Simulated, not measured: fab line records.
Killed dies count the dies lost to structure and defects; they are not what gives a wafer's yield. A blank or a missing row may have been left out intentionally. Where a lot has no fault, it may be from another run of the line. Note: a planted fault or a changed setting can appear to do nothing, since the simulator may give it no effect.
Which tool did it?	flow gf180mcu	14 lots, 42 wafers sampled, at 3 steps of a route of 602

## WHAT THE GAUGES SHOWED, per wafer
GF_M2_RS_MEAS_05: a four-point-probe measurement. Usual: for M2_ALCU_RS the level is 0.0695 ohm/sq and the standard deviation is 0.0011.
lot	measured	on	M2_ALCU_RS (ohm/sq)	flag
L596	day 18 06:40	film metro-04	0.0693 0.0689 0.0693	
L597	day 19 00:10	film metro-03	0.0687 0.0702 0.0702	
L598	day 19 00:59	film metro-04	0.0709 0.0701 0.0687	
L599	day 19 22:54	film metro-03	0.0696 0.0698 0.0692	
L600	day 19 20:12	film metro-03	0.0685 0.0694 0.0691	
L603	day 21 06:52	film metro-02	0.0712 0.0696 0.0721	
L614	day 24 13:15	film metro-04	0.0707 0.0695 0.0691	
L615	day 24 17:50	film metro-03	0.0688 0.0694 0.0689	
L616	day 25 02:15	film metro-03	0.0678 0.0691 0.0701	
L617	day 25 09:32	film metro-02	0.0685 0.0702 0.0696	
L618	day 25 16:58	film metro-02	0.0688 0.0718 0.0715	
L619	day 26 05:02	film metro-04	0.0702 0.0711 0.0683	

## WHAT TOOL EACH LOT RAN ON (gives the tool, then ch and the chambers of the sampled wafers, and finally the start)
lot	GF_DUAL_GATE_OXIDATION_02	GF_M2_SPUTTER_02
L596	furnace-01 ch 0, day 7 16:11	pvd sputter-03, day 18 06:34
L597	furnace-02 ch 0, day 7 22:35	pvd sputter-03, day 19 00:02
L598	furnace-02 ch 0, day 8 02:02	pvd sputter-01, day 19 00:52
L599	furnace-02 ch 0, day 8 15:38	pvd sputter-03, day 19 22:49
L600	furnace-01 ch 0, day 8 17:25	pvd sputter-02, day 19 20:07
L603	furnace-01 ch 0, day 9 16:26	pvd sputter-03, day 21 06:46
L610	furnace-01, day 11 11:26	-
L611	furnace-02, day 11 15:41	-
L614	furnace-01 ch 0, day 12 14:28	pvd sputter-02, day 24 13:07
L615	furnace-01 ch 0, day 12 18:44	pvd sputter-01, day 24 17:43
L616	furnace-02 ch 0, day 13 00:56	pvd sputter-02, day 25 02:10
L617	furnace-02 ch 0, day 13 07:44	pvd sputter-02, day 25 09:24
L618	furnace-01 ch 0, day 13 14:23	pvd sputter-03, day 25 16:52
L619	furnace-01 ch 0, day 14 00:26	pvd sputter-03, day 26 04:56
- GF_DUAL_GATE_OXIDATION_02: stabilise 600 s, purge 300 s, target thk 10.887 nm.
- GF_M2_SPUTTER_02: material AlCu, target thk 450 nm, time 23.9 s.

## WHAT THE TOOLS THEMSELVES READ (means of the sampled wafers that have a number; where no wafer has one, the mark that the record gives instead)
GF_DUAL_GATE_OXIDATION_02. Usual: ox temp c 899.9 C, standard deviation 0.42; ox temp c max 906.5, standard deviation 2.3; zone power upper pct 18.0 %, standard deviation 0.99.
lot	tool	ox temp c (C)	ox temp c max	zone power upper pct (%)	flag
L596	furnace-01	899.9	908.9	17.1	
L597	furnace-02	900.1	904.3	19.4	
L598	furnace-02	899.9	905.2	19.2	
L599	furnace-02	900.2	905.1	19.5	
L600	furnace-01	900.0	908.0	17.2	
L603	furnace-01	900.2	907.2	17.1	
L610	furnace-01	-	-	-	OFF
L611	furnace-02	-	-	-	OFF
L614	furnace-01	900.1	907.5	17.3	
L615	furnace-01	899.8	907.7	17.2	
L616	furnace-02	899.8	904.0	19.2	
L617	furnace-02	899.7	903.7	19.3	
L618	furnace-01	899.9	907.3	17.2	
L619	furnace-01	899.8	907.7	17.4	

GF_M2_SPUTTER_02. Usual: throttle valve pct at 29.6 %, with a standard deviation of 0.95.
lot	tool	throttle valve pct (%)	flag
L596	pvd sputter-03	29.2	
L597	pvd sputter-03	29.4	
L598	pvd sputter-01	30.4	
L599	pvd sputter-03	29.5	
L600	pvd sputter-02	29.8	
L603	pvd sputter-03	29.3	
L614	pvd sputter-02	29.5	
L615	pvd sputter-01	29.8	
L616	pvd sputter-02	29.0	
L617	pvd sputter-02	29.2	
L618	pvd sputter-03	29.9	
L619	pvd sputter-03	29.9	

## THE ANSWER, worked out from the rows above alone
Rule: lot off if the mean of its wafers having a number is beyond 3 standard deviations from the usual mean. A lot without any number at a reading at which 4 lots or more have one is off too. All remaining lots with rows at the step are treated as sound. The gauges are gone through in route order, then the tools' own readings, and for those a lot's mean is taken as printed above. The first step at which some lot is off is used, and at that step the reading that is off furthest; a lot without a number counts as furthest.
Off: L610, L611 (GF_DUAL_GATE_OXIDATION_02, ox temp c). Without a number there: L610, L611.
A tool fits if, at that step or a process step before it, it ran every lot that is off, and no sound lot after the first of them. None of those tried fits.

## WHAT THE SIMULATOR HAD PUT IN
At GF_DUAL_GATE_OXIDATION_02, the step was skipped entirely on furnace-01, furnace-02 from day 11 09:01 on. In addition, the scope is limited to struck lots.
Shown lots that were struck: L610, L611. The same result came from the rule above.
